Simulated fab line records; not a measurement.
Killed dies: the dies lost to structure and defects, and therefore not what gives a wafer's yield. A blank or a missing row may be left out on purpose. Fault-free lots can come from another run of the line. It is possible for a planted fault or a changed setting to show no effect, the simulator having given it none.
Which tool is to blame? | flow sky130 | Sampling: 11 lots, 33 wafers, 5 of 708 route steps

== WHAT THE GAUGES READ, wafer by wafer ==
SKY_LI_CONTACT_THK_MEAS_01. Usual: for LI_CONTACT_HDPCVD_THK the level is 926 nm and the standard deviation is 11.
lot  | measured     | on           | LI_CONTACT_HDPCVD_THK (nm) | flag
L468 | day 28 03:48 | filmMetro-02 | 926 933 911                | 
L469 | day 28 11:40 | filmMetro-01 | 930 945 922                | 
L470 | day 29 07:53 | filmMetro-03 | 914 912 915                | 
L474 | day 30 14:21 | filmMetro-01 | 937 920 926                | 
L475 | day 30 22:06 | filmMetro-03 | 921 926 916                | 
L476 | day 31 07:37 | filmMetro-01 | 934 927 943                | 
L477 | day 31 08:49 | filmMetro-03 | 917 905 916                | 
L479 | day 31 18:13 | filmMetro-01 | 930 913 913                | 
L481 | day 32 12:50 | filmMetro-01 | 910 914 917                | 
L482 | day 32 23:41 | filmMetro-03 | 929 930 926                | 
L489 | day 34 19:49 | filmMetro-03 | 932 927 937                | 

SKY_VIA3_THK_MEAS_01. Usual: for VIA3_HDPCVD_THK the level is 1616 nm and the standard deviation is 18.
lot  | measured     | on           | VIA3_HDPCVD_THK (nm) | flag
L468 | day 38 18:01 | filmMetro-02 | 1627 1647 1615       | 
L469 | day 39 00:55 | filmMetro-02 | 1636 1651 1626       | 
L470 | day 39 20:16 | filmMetro-02 | 1613 1617 1635       | 
L474 | day 40 23:08 | filmMetro-01 | 1603 1640 1610       | 
L475 | day 41 06:16 | filmMetro-03 | 1597 1607 1616       | 
L476 | day 41 15:43 | filmMetro-01 | 1588 1628 1586       | 
L477 | day 41 15:53 | filmMetro-01 | 1637 1582 1597       | 
L479 | day 41 21:01 | filmMetro-03 | 1612 1592 1611       | 
L481 | day 42 15:03 | filmMetro-02 | 1598 1608 1303       | OFF
L482 | day 43 00:55 | filmMetro-01 | 1603 1281 1605       | OFF
L489 | day 44 15:56 | filmMetro-02 | 1663 1622 1615       | 

== EACH LOT AND THE TOOL THAT RAN IT (in order: tool; ch and the chambers of the sampled wafers; start) ==
lot  | SKY_LI_CONTACT_SPUTTER_20   | SKY_LOCAL_INTERCONNECT_ETCH_13   | SKY_VIA3_HDPCVD_00
L468 | pvdSputter-04, day 29 08:32 | rieMetal-01 ch 0,1, day 30 12:10 | hdpcvd-01 ch 0,1,2, day 38 17:50
L469 | pvdSputter-01, day 29 16:19 | rieMetal-03 ch 0,1, day 30 21:43 | hdpcvd-02 ch 0,1,2, day 39 00:49
L470 | pvdSputter-04, day 30 11:31 | rieMetal-02 ch 0,1, day 31 16:53 | hdpcvd-02 ch 0,1,2, day 39 20:05
L474 | pvdSputter-01, day 31 18:52 | rieMetal-03 ch 1, day 32 22:29   | hdpcvd-01 ch 0,2, day 40 22:57
L475 | pvdSputter-02, day 32 03:10 | rieMetal-02 ch 0,1, day 33 06:46 | hdpcvd-01 ch 0,1, day 41 06:06
L476 | pvdSputter-01, day 32 12:23 | rieMetal-01 ch 0,1, day 33 16:34 | hdpcvd-01 ch 0,2, day 41 15:33
L477 | pvdSputter-04, day 32 13:37 | rieMetal-02 ch 0,1, day 33 16:55 | hdpcvd-02 ch 1,2, day 41 15:43
L479 | pvdSputter-04, day 32 22:20 | rieMetal-03 ch 1, day 34 01:25   | hdpcvd-02 ch 1,2, day 41 20:50
L481 | pvdSputter-01, day 33 16:47 | rieMetal-01 ch 0, day 34 19:34   | hdpcvd-01 ch 1,2, day 42 14:53
L482 | pvdSputter-02, day 34 03:29 | rieMetal-03 ch 0, day 35 06:38   | hdpcvd-01 ch 0,1, day 43 00:44
L489 | pvdSputter-02, day 35 22:58 | rieMetal-03 ch 0,1, day 37 01:55 | hdpcvd-02 ch 1,2, day 44 15:46
- SKY_LI_CONTACT_SPUTTER_20: material TiN, target thk 20 nm, time 80 s.
- SKY_LOCAL_INTERCONNECT_ETCH_13: etches BARC in N2/H2, stops on SiO2, time 45.9 s, target depth 60 nm.
- SKY_VIA3_HDPCVD_00: deposits SiO2, target thk 1635 nm, time 268.6 s.

== AS READ BY THE TOOLS THEMSELVES (means over the sampled wafers that have a number; for cases with no such wafer, the mark the record gives instead) ==
SKY_LI_CONTACT_SPUTTER_20. Usual: 30.0 % for throttleValvePct, sd 1.
lot  | tool          | throttleValvePct (%) | flag
L468 | pvdSputter-04 | 30.9                 | 
L469 | pvdSputter-01 | 28.5                 | 
L470 | pvdSputter-04 | 30.7                 | 
L474 | pvdSputter-01 | 28.6                 | 
L475 | pvdSputter-02 | 30.2                 | 
L476 | pvdSputter-01 | 28.6                 | 
L477 | pvdSputter-04 | 30.5                 | 
L479 | pvdSputter-04 | 30.7                 | 
L481 | pvdSputter-01 | 28.6                 | 
L482 | pvdSputter-02 | 29.9                 | 
L489 | pvdSputter-02 | 29.7                 | 

SKY_LOCAL_INTERCONNECT_ETCH_13. Usual: chamberPressureMTorr 30.001 mTorr, standard deviation 0.026; drypumpMotorCurrentA 5.4 A, standard deviation 0.38; oesProductAu 0.846 a.u., standard deviation 0.0047; throttleValvePct 13.224 %, standard deviation 0.01.
lot  | tool        | chamberPressureMTorr (mTorr) | drypumpMotorCurrentA (A) | oesProductAu (a.u.) | throttleValvePct (%) | flag
L468 | rieMetal-01 | 30.014                       | 5.5                      | 0.847               | 13.223               | 
L469 | rieMetal-03 | 30.012                       | 5.7                      | 0.847               | 13.220               | 
L470 | rieMetal-02 | 30.021                       | 4.9                      | 0.851               | 13.218               | 
L474 | rieMetal-03 | 30.019                       | 5.9                      | 0.843               | 13.224               | 
L475 | rieMetal-02 | 29.989                       | 4.9                      | 0.847               | 13.226               | 
L476 | rieMetal-01 | 30.016                       | 5.5                      | 0.845               | 13.224               | 
L477 | rieMetal-02 | 30.010                       | 5.1                      | 0.846               | 13.227               | 
L479 | rieMetal-03 | 30.005                       | 5.9                      | 0.847               | 13.218               | 
L481 | rieMetal-01 | 30.009                       | 5.4                      | 0.841               | 13.209               | 
L482 | rieMetal-03 | 30.015                       | 5.3                      | 0.843               | 13.223               | 
L489 | rieMetal-03 | 29.984                       | 5.5                      | 0.845               | 13.224               | 

SKY_VIA3_HDPCVD_00. Usual: 60.01 sccm for sih4FlowSccm, sd 0.17.
lot  | tool      | sih4FlowSccm (sccm) | flag
L468 | hdpcvd-01 | 60.03               | 
L469 | hdpcvd-02 | 60.21               | 
L470 | hdpcvd-02 | 59.99               | 
L474 | hdpcvd-01 | 60.14               | 
L475 | hdpcvd-01 | 60.00               | 
L476 | hdpcvd-01 | 59.89               | 
L477 | hdpcvd-02 | 59.98               | 
L479 | hdpcvd-02 | 60.02               | 
L481 | hdpcvd-01 | 56.00               | OFF
L482 | hdpcvd-01 | 55.99               | OFF
L489 | hdpcvd-02 | 60.11               | 

== THE ANSWER, worked out from the rows above alone ==
Rule: take the mean of a lot's wafers that have a number; if it is more than 3 standard deviations from the usual mean, the lot is off. Also off: a lot with no number at a reading for which 4 or more lots have one. Where the step has rows for the other lots, those lots are counted as sound. Order of review: gauges by route order, followed by the tools' own readings, for which a lot's mean as printed above is used. The first step at which some lot is off is used, and at that step the reading that is off furthest; a lot without a number counts as furthest.
Off: L481, L482, seen at SKY_VIA3_THK_MEAS_01 (VIA3_HDPCVD_THK).
A tool fits if, at a process step before that reading, it ran every lot that is off, and no sound lot after the first of them. The gauges at SKY_VIA3_THK_MEAS_01 aren't tried: what is off there is off at SKY_VIA3_HDPCVD_00 too, on other tools, and a gauge's error can't cause that. One candidate fits, namely hdpcvd-01 at SKY_VIA3_HDPCVD_00. Its last sound lot is L476 (day 41 15:33), its first lot that is off L481 (day 42 14:53): a fault that began between those two fits.
The tool's own readings at SKY_VIA3_HDPCVD_00 bear it out: on the lots that are off they differ by more than 5 times the standard deviation of the sound lots' means. sih4FlowSccm reads 56.00 sccm there against 60.04 sccm on the sound lots.

== WHAT HAD BEEN PUT IN BY THE SIMULATOR ==
hdpcvd-01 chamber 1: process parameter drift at SKY_VIA3_HDPCVD_00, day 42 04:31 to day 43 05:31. From 60, the setting sih4FlowSccm moved by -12. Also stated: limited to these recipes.
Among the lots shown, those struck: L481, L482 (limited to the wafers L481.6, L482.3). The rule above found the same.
